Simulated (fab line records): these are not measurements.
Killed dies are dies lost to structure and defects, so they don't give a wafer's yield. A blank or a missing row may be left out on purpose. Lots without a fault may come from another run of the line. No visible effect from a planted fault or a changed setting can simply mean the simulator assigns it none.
Struck lot and sound lot, side by side    flow sky130    43 out of 708 route steps
Sound: wafers L844.2, L844.4, L844.5. Wafers struck: L851.3, L851.4, L851.6. At the end, the cause is stated.
For every step that has rows: the tool of each side, followed by ch and its chambers, followed by its first start. Under that, the readings that differ: sound wafers    struck wafers    difference of the means    sigmas: that difference in standard deviations of wafers without a fault.
alike: readings whose means differ by less than 2 such deviations, and words and numbers that are the same on both sides. not compared: withheld readings, readings that some wafer has no value for, bounds like >300 that may hide the same value, and numbers for which the record gives no deviation and whose values overlap.
Wherever a step has rows on one side only, a row that says differs or no value, or a row with sigmas, the two part there. Non-overlapping numbers with no deviation appear without sigmas and do not part them. A reading that every wafer of one side lacks parts them only if that side has two wafers or more.

first, 3 steps without rows for these wafers: SKY_SONOS_TUNNEL_EXPOSE_04 (exposes mask TUNM, target cd 410 nm); SKY_SONOS_TUNNEL_PEB_05; SKY_SONOS_TUNNEL_DEVELOP_06 (develop time 60 s).
SKY_SONOS_TUNNEL_CD_MEAS_07: target cd 410 nm.
  sound on cd sem-02, day 12 05:32; struck on cd sem-01, day 14 11:40
  alike: cd nm
SKY_SONOS_TUNNEL_OVL_MEAS_08:
  sound on overlay-01, day 12 05:38; struck on overlay-01, day 14 11:45
  alike: SONOS_TUNNEL_OVL
then, 3 steps without rows for these wafers: SKY_SONOS_TUNNEL_IMPLANT_09; SKY_SONOS_TUNNEL_WET_ETCH_10 (etches SiO2 in dHF, target depth 14 nm, time 280 s); SKY_SONOS_TUNNEL_STRIP_11 (strips in SPM, time 600 s).
SKY_SONOS_TUNNEL_TW_MEAS_12:
  sound on film metro-01, day 12 06:08; struck on film metro-02, day 14 12:14
reading          sound              struck             difference  sigmas
SONOS_TUNNEL_TW  192.6 194.5 194.3  198.8 199.1 198.1  +4.9        +2
then, 2 steps without rows for these wafers: SKY_SONOS_TUNNEL_CLEAN_13 (cleans in dHF, time 20 s); SKY_SONOS_ONO_OXIDATION_00 (stabilise 600 s, purge 300 s, target thk 2.6 nm).
SKY_SONOS_ONO_THK_MEAS_01:
  sound on film metro-03, day 12 09:28; struck on film metro-04, day 14 18:52
  alike: SONOS_ONO_OXIDATION_THK
SKY_SONOS_ONO_CVD_02: deposits Si3N4 from DCS/NH3, target thk 10.5 nm, time 180 s.
  sound on lpcvd-02 ch 0, day 12 11:20; struck on lpcvd-02 ch 1, day 14 19:08
  alike: zone power bottom pct
SKY_SONOS_ONO_THK_MEAS_03:
  sound on film metro-04, day 12 12:24; struck on film metro-03, day 14 20:13
  alike: SONOS_ONO_CVD_02_THK
then, 1 step without rows for these wafers: SKY_SONOS_ONO_CVD_04 (deposits SiO2 from SiH4/N2O, target thk 5.7199 nm).
SKY_SONOS_ONO_THK_MEAS_05:
  sound on film metro-03, day 12 13:43; struck on film metro-02, day 14 21:31
  alike: SONOS_ONO_CVD_04_THK
then, 7 steps without rows for these wafers: SKY_SONOS_ONO_DEHYDRATE_06 (time 60 s); SKY_SONOS_ONO_HMDS_07 (prime time 60 s); SKY_SONOS_ONO_COAT_08 (resist thk 1140 nm); SKY_SONOS_ONO_SOFTBAKE_09 (time 60 s); SKY_SONOS_ONO_EXPOSE_10 (exposes mask ONOM, target cd 410 nm); SKY_SONOS_ONO_PEB_11; SKY_SONOS_ONO_DEVELOP_12 (develop time 60 s).
SKY_SONOS_ONO_CD_MEAS_13: target cd 410 nm.
  sound on cd sem-02, day 13 14:43; struck on cd sem-02, day 15 22:41
  alike: cd nm
SKY_SONOS_ONO_OVL_MEAS_14:
  sound on overlay-02, day 13 14:49; struck on overlay-02, day 15 22:47
  alike: SONOS_ONO_OVL
SKY_SONOS_ONO_ETCH_15: etches the open film in CHF3/O2, target depth 19.52 nm, time 7.8 s.
  sound on rie diel-03 ch 0,2, day 13 14:51; struck on rie diel-02 ch 0,3, day 15 22:48
reading                sound              struck             difference  sigmas
oes product au (a.u.)  1.005 1.016 0.993  0.987 0.981 0.977  -0.023      -2
  alike: drypump motor current A, throttle valve pct
  not compared: rf hours counter h
then, 1 step without rows for these wafers: SKY_SONOS_ONO_WET_ETCH_16 (etches SiO2 in dHF, target depth 14 nm, time 280 s).
SKY_SONOS_ONO_STRIP_17: strips in O2/N2.
  sound on plasma asher-03 ch 0,1, day 13 14:58; struck on plasma asher-03 ch 0,1, day 15 22:56
  alike: drypump motor current A, n2 flow sccm, oes product au, strip time to endpoint s
  not compared: rf hours counter h
then, 3 steps without rows for these wafers: SKY_SONOS_ONO_WET_ETCH_18 (etches Si3N4 in H3PO4, target depth 15 nm, time 172 s); SKY_GATE_OXIDE_CLEAN_00 (cleans in SC1/SC2, time 150 s); SKY_GATE_OXIDE_OXIDATION_01 (stabilise 600 s, purge 300 s, target thk 10.268 nm).
SKY_GATE_OXIDE_THK_MEAS_02:
  sound on film metro-02, day 13 19:11; struck on film metro-01, day 16 02:33
  alike: GATE_OXIDE_OXIDATION_00_THK
then, 7 steps without rows for these wafers: SKY_GATE_OXIDE_DEHYDRATE_03 (time 60 s); SKY_GATE_OXIDE_HMDS_04 (prime time 60 s); SKY_GATE_OXIDE_COAT_05 (resist thk 1140 nm); SKY_GATE_OXIDE_SOFTBAKE_06 (time 60 s); SKY_GATE_OXIDE_EXPOSE_07 (exposes mask LVOM, target cd 600 nm); SKY_GATE_OXIDE_PEB_08; SKY_GATE_OXIDE_DEVELOP_09 (develop time 60 s).
SKY_GATE_OXIDE_OVL_MEAS_10:
  sound on overlay-01, day 14 22:24; struck on overlay-02, day 17 07:12
  alike: GATE_OXIDE_OVL
then, 2 steps without rows for these wafers: SKY_GATE_OXIDE_IMPLANT_11; SKY_GATE_OXIDE_WET_ETCH_12 (etches SiO2 in dHF, target depth 16.8 nm, time 336 s).
-- the record jumps here: 31 days lie between the struck wafers' starts before and after (it left off in module GATE_OXIDE and takes up again in module PAD_OPEN, whose first step shown is number 708 of the route) --
SKY_PAD_OPEN_PROBE_99:
  record: rows for the struck wafers here (prober-01, day 48 07:58), none for the sound ones

## WHERE THEY PART
Last at SKY_PAD_OPEN_PROBE_99 as far as this record goes, first at SKY_SONOS_TUNNEL_TW_MEAS_12.

WHY: whatever the simulator had introduced
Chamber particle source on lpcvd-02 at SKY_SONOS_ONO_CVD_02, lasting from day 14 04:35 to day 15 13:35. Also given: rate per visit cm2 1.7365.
